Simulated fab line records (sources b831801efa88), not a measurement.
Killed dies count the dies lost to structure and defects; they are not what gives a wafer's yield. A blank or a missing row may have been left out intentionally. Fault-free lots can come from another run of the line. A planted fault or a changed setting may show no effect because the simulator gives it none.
Struck lot and sound lot, side by side :: flow sfq-line :: 43 steps out of a route of 325
Sound: the wafers L625.1, L625.4, L625.5. Struck: wafers L624.1, L624.2, L624.5. The cause is named last.
At each step with rows: each side's tool, then ch and its chambers, then its first start. Under that, the readings that differ: sound wafers :: struck wafers :: difference of the means :: sigmas: that difference in standard deviations of wafers without a fault.
alike: readings whose means differ by less than 2 such deviations, and words and numbers that are the same on both sides. not compared: withheld readings, readings that some wafer has no value for, bounds like >300 that may hide the same value, and numbers for which the record gives no deviation and whose values overlap.
Wherever a step has rows on one side only, a row that says differs or no value, or a row with sigmas, the two part there. Non-overlapping numbers with no deviation appear without sigmas and do not part them. A reading that every wafer of one side lacks parts them only if that side has two wafers or more.

first, 7 steps without rows for these wafers: SFQ_TRILAYER_JJ_CE_STRIP_SOLV_CLEAN_121 (cleans in NMP, time 600 s); SFQ_TRILAYER_M5_LITHO_COAT_128 (resist thk 62 nm); SFQ_TRILAYER_M5_LITHO_COAT_123 (resist thk 600 nm); SFQ_TRILAYER_M5_LITHO_SOFTBAKE_127; SFQ_TRILAYER_M5_LITHO_EXPOSE_124 (exposes mask M5, target cd 700 nm); SFQ_TRILAYER_M5_LITHO_PEB_126 (peb time 60 s); SFQ_TRILAYER_M5_LITHO_DEVELOP_125 (time 60 s).
SFQ_M5_OVL_MEAS_932:
  sound: overlay-01 at day 62 01:58; struck: overlay-01 at day 60 19:07
  alike: M5_OVL
then, 1 step without rows for these wafers: SFQ_TRILAYER_M5_BARC_OPEN_METAL_ETCH_161 (etches BARC in O2, target depth 125 nm, time 41.7 s).
SFQ_TRILAYER_M5_ETCH_METAL_ETCH_126: etches Nb in Cl2/BCl3, stops on SiO2, time 203.2 s, target depth 265 nm.
  sound on rie-metal-03 ch 1, day 62 02:03; struck on rie-metal-03 ch 0,1, day 60 19:12
  alike: drypump-motor-current-A, oes-product-au
  not compared: rf-hours-counter-h
SFQ_TRILAYER_M5_STRIP_STRIP_127: strips in O2.
  sound on rie-metal-03 ch 1, day 62 02:15; struck on rie-metal-03 ch 0,1, day 60 19:24
  alike: drypump-motor-current-A, oes-product-au
  not compared: rf-hours-counter-h
then, 1 step without rows for these wafers: SFQ_TRILAYER_M5_STRIP_SOLV_CLEAN_128 (cleans in NMP, time 600 s).
SFQ_TRILAYER_A5B_DEP_PECVD_129: deposits SiO2 from SiH4/N2O, time 133.33 s, target thk 600 nm.
  sound on pecvd-04 ch 0,1, day 62 03:01; struck on pecvd-03 ch 1,2, day 60 20:11
  no value came back on the struck wafers for any of 5 readings (chamber-pressure-Torr (Torr), heater-power-outer-w (W) and others); on the sound wafers chamber-pressure-Torr (Torr) reads 2.404 2.401 2.400
  not compared: since-wet-clean-h
then, 1 step without rows for these wafers: SFQ_TRILAYER_A5B_CMP_CMP_130 (polishes, stops on Nb, target thk 340.7 nm).
SFQ_TRILAYER_A5B_METRO_MEASURE_131:
  sound: film-metro-03 at day 63 04:53; struck: film-metro-03 at day 61 11:25
then, 3 steps without rows for these wafers: SFQ_TRILAYER_R5_DEP_SPUTTER_132 (material Ti, target thk 5 nm, time 5 s); SFQ_TRILAYER_R5_DEP_SPUTTER_133 (material MoNx, target thk 40 nm, time 66.7 s); SFQ_TRILAYER_R5_DEP_SPUTTER_134 (material Ti, target thk 5 nm, time 5 s).
SFQ_R5_RS_MEAS_933: uses a four-point probe to measure.
  sound: film-metro-01 at day 63 06:11; struck: film-metro-01 at day 61 12:43
  alike: R5_MONX_RS
SFQ_R5_THK_MEAS_934: measures by xrf.
  sound: film-metro-01 at day 63 06:18; struck: film-metro-01 at day 61 12:50
  alike: R5_MONX_THK
then, 6 steps without rows for these wafers: SFQ_TRILAYER_R5_LITHO_COAT_141 (resist thk 62 nm); SFQ_TRILAYER_R5_LITHO_COAT_136 (resist thk 600 nm); SFQ_TRILAYER_R5_LITHO_SOFTBAKE_140; SFQ_TRILAYER_R5_LITHO_EXPOSE_137 (exposes mask R5, target cd 500 nm); SFQ_TRILAYER_R5_LITHO_PEB_139 (peb time 60 s); SFQ_TRILAYER_R5_LITHO_DEVELOP_138 (time 60 s).
-- the record jumps here: 4 days lie between the struck wafers' starts before and after --
SFQ_R5_OVL_MEAS_935:
  sound: overlay-01 at day 67 18:07; struck: overlay-02 at day 65 15:43
reading: R5_OVL (nm)
sound: -10 -18 -11
struck: 8 -1 4
difference: +17
sigmas: +3
then, 1 step without rows for these wafers: SFQ_TRILAYER_R5_BARC_OPEN_METAL_ETCH_177 (etches BARC in O2, target depth 125 nm, time 41.7 s).
SFQ_TRILAYER_R5_ETCH_METAL_ETCH_139: etches the open film in Cl2, stops on SiO2, target depth 60 nm, time 40 s.
  sound on rie-metal-02 ch 0,1, day 67 18:12; struck on rie-metal-04 ch 0,1, day 65 15:48
reading: drypump-motor-current-A (A)
sound: 6.6 6.3 6.5
struck: 4.8 5.6 4.7
difference: -1.4
sigmas: -2
  alike: oes-product-au
  not compared: rf-hours-counter-h
then, 2 steps without rows for these wafers: SFQ_TRILAYER_R5_STRIP_STRIP_140 (strips in O2); SFQ_TRILAYER_R5_STRIP_SOLV_CLEAN_141 (cleans in NMP, time 600 s).
SFQ_TRILAYER_A5C_DEP_PECVD_142: deposits SiO2 from SiH4/N2O, time 15.556 s, target thk 70 nm.
  sound on pecvd-01 ch 0,1,2, day 67 19:02; struck on pecvd-02 ch 1,2, day 65 16:39
  alike: chamber-pressure-Torr, heater-power-outer-w, heater-power-w, showerhead-vpp-V, throttle-valve-pct
  not compared: since-wet-clean-h
then, 6 steps without rows for these wafers: SFQ_TRILAYER_I5_LITHO_COAT_149 (resist thk 62 nm); SFQ_TRILAYER_I5_LITHO_COAT_144 (resist thk 650 nm); SFQ_TRILAYER_I5_LITHO_SOFTBAKE_148; SFQ_TRILAYER_I5_LITHO_EXPOSE_145 (exposes mask I5, target cd 700 nm); SFQ_TRILAYER_I5_LITHO_PEB_147 (peb time 60 s); SFQ_TRILAYER_I5_LITHO_DEVELOP_146 (time 60 s).
SFQ_I5_OVL_MEAS_936:
  sound: overlay-02 at day 67 21:19; struck: overlay-01 at day 67 12:41
  alike: I5_OVL
then, 1 step without rows for these wafers: SFQ_TRILAYER_I5_BARC_OPEN_VIA_ETCH_200 (etches BARC in O2, target depth 125 nm, time 41.7 s).
SFQ_TRILAYER_I5_ETCH_VIA_ETCH_147: etches the open film in CHF3, stops on Nb, target depth 360 nm.
  sound on rie-diel-03 ch 0,1, day 67 21:23; struck on rie-diel-04 ch 0,1,3, day 67 12:46
  alike: drypump-motor-current-A, oes-product-au
then, 1 step without rows for these wafers: SFQ_TRILAYER_I5_STRIP_STRIP_148 (strips in O2).
-- the record jumps here: 11 days lie between the struck wafers' starts before and after --
SFQ_M8_BOW_MEAS_951:
  sound: film-metro-04 at day 78 20:00; struck: film-metro-02 at day 78 16:24
reading: model.etest.i5.link-ohm
sound: 2.254 2.277 2.282
struck: 2.093 2.092 2.113
difference: -0.172
sigmas: 
  alike: M8_BOW

== WHERE THEY PART ==
Last at SFQ_TRILAYER_R5_ETCH_METAL_ETCH_139 as far as this record goes, first at SFQ_TRILAYER_A5B_DEP_PECVD_129. Later steps at which nothing parts them and some readings are alike: SFQ_TRILAYER_A5C_DEP_PECVD_142, SFQ_I5_OVL_MEAS_936, SFQ_TRILAYER_I5_ETCH_VIA_ETCH_147, SFQ_M8_BOW_MEAS_951.

WHY: whatever the simulator had introduced
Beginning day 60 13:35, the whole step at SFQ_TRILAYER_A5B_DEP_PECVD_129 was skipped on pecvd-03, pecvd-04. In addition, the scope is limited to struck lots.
